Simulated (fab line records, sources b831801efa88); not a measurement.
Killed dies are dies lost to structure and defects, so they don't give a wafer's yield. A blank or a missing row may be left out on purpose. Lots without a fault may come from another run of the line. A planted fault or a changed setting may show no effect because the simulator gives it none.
Problem report in the 8D (eight disciplines) form, filled by code | flow gf180mcu | the parts of the form that need people (team, actions taken, sign-off) are left out

1. THE PROBLEM
run_length_s at GF_SAB_WET_ETCH_12 reads a mean of 313 s on 6 wafers of 2 lots; wafers without a fault read 470 s with a standard deviation of 3.7. That is -42 standard deviations from the usual mean.
The step: etches SiO2 in dHF, target depth 22 nm, time 440 s.
First seen on wafer L513.2, day 16 14:36, on wet_bench-02. The record holds 18 wafers of 6 lots with a number at this step. Rule for "out", or "out of limits": more than 4 standard deviations from the usual mean. The other wafers with a number count as sound.

2. WHAT IT IS AND WHAT IT IS NOT
question                    | is                     | is not
which readings at this step | run_length_s           | -
which lots                  | L513, L514             | L509, L523, L524, L532
which wafers of those lots  | all that have a number | -
read on which tools         | wet_bench-02           | wet_bench-03, wet_bench-04
when                        | from day 16 14:36      | up to then (3 sound wafers); but 9 sound wafers of L523, L524, L532 came after

3. SUSPECTS, AND WHAT RULES EACH OUT
Counting: a tool at a process step up to the reading stays a suspect if it ran every lot that is out and no sound lot after the first of them.
- pecvd-03 at GF_SAB_CVD_00 (deposits SiO2 from TEOS, target thk 50 nm, time 4.9302 s): kept. It ran every lot that is out, first L513 (day 15 17:01), and no sound lot after that.
- rie_diel-01 at GF_SAB_ETCH_11 (etches SiO2 in C4F8/O2/Ar, target depth 55 nm, time 8.5 s): kept. It ran every lot that is out, first L513 (day 16 14:35), and no sound lot after that; its last sound lot up to then is L509 (day 15 08:53).
- wet_bench-02 at GF_SAB_WET_ETCH_12 (etches SiO2 in dHF, target depth 22 nm, time 440 s): ruled out as a lasting fault. Sound lots L523 ran on it after its first lot that is out, L513 (day 16 14:36).
Left after counting: pecvd-03 at GF_SAB_CVD_00, rie_diel-01 at GF_SAB_ETCH_11.

4. THE CAUSE (what the simulator had put in)
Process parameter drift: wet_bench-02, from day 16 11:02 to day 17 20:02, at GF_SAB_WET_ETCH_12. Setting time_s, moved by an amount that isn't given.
Counting ruled it out, wrongly.

5. THE CHAIN OF EFFECTS, in route order
Each row: a reading whose mean over the struck wafers that have a number lies more than 3 standard deviations from the usual. Only readings for which the record gives a usual standard deviation are gone through. hours: the time from each lot's start at the first step in this table that gives one to its start at this step, as a median over the lots. sigmas: the change in usual standard deviations.
hours | step               | reading      | usual | on struck wafers | change | sigmas
0     | GF_SAB_WET_ETCH_12 | run_length_s | 470 s | 313              | -157   | -42
The process steps in it:
- GF_SAB_WET_ETCH_12: etches SiO2 in dHF, target depth 22 nm, time 440 s.

6. WHAT WOULD HAVE CAUGHT IT SOONER
In this record the first reading out of limits was taken at day 16 14:36, 4 hours after the fault began at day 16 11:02.
